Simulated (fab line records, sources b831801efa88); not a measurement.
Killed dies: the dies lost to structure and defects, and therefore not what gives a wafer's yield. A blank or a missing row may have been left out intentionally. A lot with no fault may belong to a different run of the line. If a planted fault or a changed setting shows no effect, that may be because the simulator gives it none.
A lot that was struck, set against a sound lot + flow sky130 + 20 out of 708 route steps
Sound: wafers L970.1, L970.4, L970.6. Wafers struck: L982.2, L982.4, L982.5. At the end, the cause is stated.
Order at every step that has rows: each side's tool, ch and its chambers, its first start. Under that, the readings that differ: sound wafers + struck wafers + difference of the means + sigmas: that difference in standard deviations of wafers without a fault.
alike: readings whose means differ by less than 2 such deviations, and words and numbers that are the same on both sides. not compared: withheld readings, readings that some wafer has no value for, bounds like >300 that may hide the same value, and numbers for which the record gives no deviation and whose values overlap.
The two part at a step that has a row with sigmas, a row that says differs or no value, or rows on one side only. When numbers do not overlap yet have no deviation, they are printed without sigmas and do not part them. A reading that every wafer of one side lacks parts them only if that side has two wafers or more.

first, 2 steps without rows for these wafers: SKY_GATE_OXIDE_IMPLANT_11; SKY_GATE_OXIDE_WET_ETCH_12 (etches SiO2 in dHF, target depth 16.8 nm, time 336 s).
SKY_GATE_OXIDE_STRIP_13: strips in O2/N2.
  sound on plasma-asher-03 ch 0,1, day 14 22:35; struck on plasma-asher-03 ch 0,1, day 18 12:29
  alike: drypump-motor-current-A, oes-product-au, strip-time-to-endpoint-s
  not compared: rf-hours-counter-h
SKY_GATE_OXIDE_TW_MEAS_14:
  sound on film-metro-04 at day 14 22:41; struck on film-metro-03 at day 18 12:35
| reading       | sound             | struck            | difference | sigmas |
|---------------|-------------------|-------------------|------------|--------|
| GATE_OXIDE_TW | 226.5 226.6 225.1 | 220.7 219.7 221.7 | -5.4       | -2     |
then, 3 steps without rows for these wafers: SKY_GATE_OXIDE_CLEAN_15 (cleans in SC1/SC2, time 150 s); SKY_GATE_OXIDE_OXIDATION_16 (stabilise 600 s, purge 300 s, target thk 3.57 nm); SKY_POLY_GATE_CVD_00 (deposits poly-Si, target thk 180 nm, time 720 s).
SKY_POLY_GATE_THK_MEAS_01:
  sound on film-metro-03 at day 15 09:41; struck on film-metro-04 at day 18 16:31
  alike: POLY_GATE_CVD_00_THK
then, 4 steps without rows for these wafers: SKY_RES_PROTECT_DEHYDRATE_00 (time 60 s); SKY_RES_PROTECT_HMDS_01 (prime time 60 s); SKY_RES_PROTECT_COAT_02 (resist thk 1140 nm); SKY_RES_PROTECT_SOFTBAKE_03 (time 60 s).
SKY_RES_PROTECT_EXPOSE_04: exposes mask RPM, target cd 1270 nm.
  sound on iline-stepper-02 ch 0, day 15 23:58; struck on iline-stepper-02 ch 0, day 19 07:46
| reading | sound             | struck            | difference | sigmas |
|---------|-------------------|-------------------|------------|--------|
| mask    | RPM#0 RPM#0 RPM#0 | NTM#0 NTM#0 NTM#0 | differs    |        |
  alike: reticle-temp-C
then, 3 steps without rows for these wafers: SKY_RES_PROTECT_PEB_05; SKY_RES_PROTECT_DEVELOP_06 (develop time 60 s); SKY_POLY_GATE_IMPLANT_02.
SKY_RES_PROTECT_STRIP_07: strips in O2/N2.
  sound on plasma-asher-01 ch 1, day 16 14:08; struck on plasma-asher-04 ch 0,1, day 19 23:14
  alike: drypump-motor-current-A, oes-product-au, strip-time-to-endpoint-s
  not compared: rf-hours-counter-h
SKY_RES_PROTECT_TW_MEAS_08:
  sound on film-metro-02 at day 16 14:14; struck on film-metro-02 at day 19 23:21
| reading      | sound          | struck   | difference | sigmas |
|--------------|----------------|----------|------------|--------|
| POLY_GATE_TW | 3944 3963 3942 | 30 30 29 | -3920      | -60    |
then, 1 step without rows for these wafers: SKY_RES_PROTECT_CLEAN_09 (cleans in SC1/SC2, time 150 s).
-- here the record skips 29 days between the struck wafers' starts before and after, leaving off in module RES_PROTECT and picking up in module PAD_OPEN (first step shown: number 708 of the route) --
SKY_PAD_OPEN_PROBE_99:
  sound on prober-02 at day 46 18:49; struck on prober-01 at day 48 23:10
| reading         | sound | struck | difference | sigmas |
|-----------------|-------|--------|------------|--------|
| killed-at-other | 3 2 1 | 0 0 1  | -2         | -3     |
  alike: killed_at_M0_to_M3, killed_at_M4_up, killed-at-contacts, killed-at-front-end, killed-dies, killed-open, killed-short

WHERE THEY PART
Last at SKY_PAD_OPEN_PROBE_99 as far as this record goes, first at SKY_GATE_OXIDE_TW_MEAS_14.

WHY: what the simulator had put in
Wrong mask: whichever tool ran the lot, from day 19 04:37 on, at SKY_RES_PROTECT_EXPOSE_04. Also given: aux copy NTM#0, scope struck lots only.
